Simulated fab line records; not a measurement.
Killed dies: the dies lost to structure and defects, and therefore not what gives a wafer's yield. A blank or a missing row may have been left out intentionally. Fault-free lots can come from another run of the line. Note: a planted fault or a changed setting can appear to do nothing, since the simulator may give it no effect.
One fault through the eyes of 2 desks    flow gf180mcu    every desk sees just its own numbers, and what lay behind them comes last

## FOR THE TOOL OWNER'S DESK: wetBench-04
The tool's own readings at GF_V4_STRIP_19 (strips in post etch residue remover, time 1200 s): means of the sampled wafers that have a number, for each lot that ran on this tool. Any lot whose mean is over 4 standard deviations away from the usual mean is out of limits and marked OUT; that distance is given in the brackets.
Columns: A = bathGuardTempC at GF_V4_STRIP_19, usual 72.6 C; B = bathHeatDutyPct at GF_V4_STRIP_19, usual 14.0 %
lot   first seen here  A     B
L102  day 26 04:53     72.9  15.5
This desk's finding: nothing out of limits on the one lot.

## THE METROLOGY DESK
What the gauges read for every lot (on any tool): the sampled wafers with a number, averaged. Any lot whose mean is over 4 standard deviations away from the usual mean is out of limits and marked OUT; that distance is given in the brackets.
Columns: A = cdNm at GF_V4_CD_MEAS_14, usual 260.0 nm; B = V4_OVL at GF_V4_OVL_MEAS_15, usual 1 nm
lot   first seen here  A      B
L102  day 26 04:29     259.6  8
L107  day 28 07:55     260.0  6
L114  day 29 22:07     260.5  1
L115  day 30 01:43     260.1  8
L119  day 30 23:33     259.4  -2
L121  day 31 09:23     260.1  5
This desk's verdict: no lot among the 6 shows anything out of limits.

## PUT TOGETHER
The tool owner's desk saw nothing out of limits.
Nothing out of limits was seen by the metrology desk.

## WHAT THE SIMULATOR HAD PUT IN
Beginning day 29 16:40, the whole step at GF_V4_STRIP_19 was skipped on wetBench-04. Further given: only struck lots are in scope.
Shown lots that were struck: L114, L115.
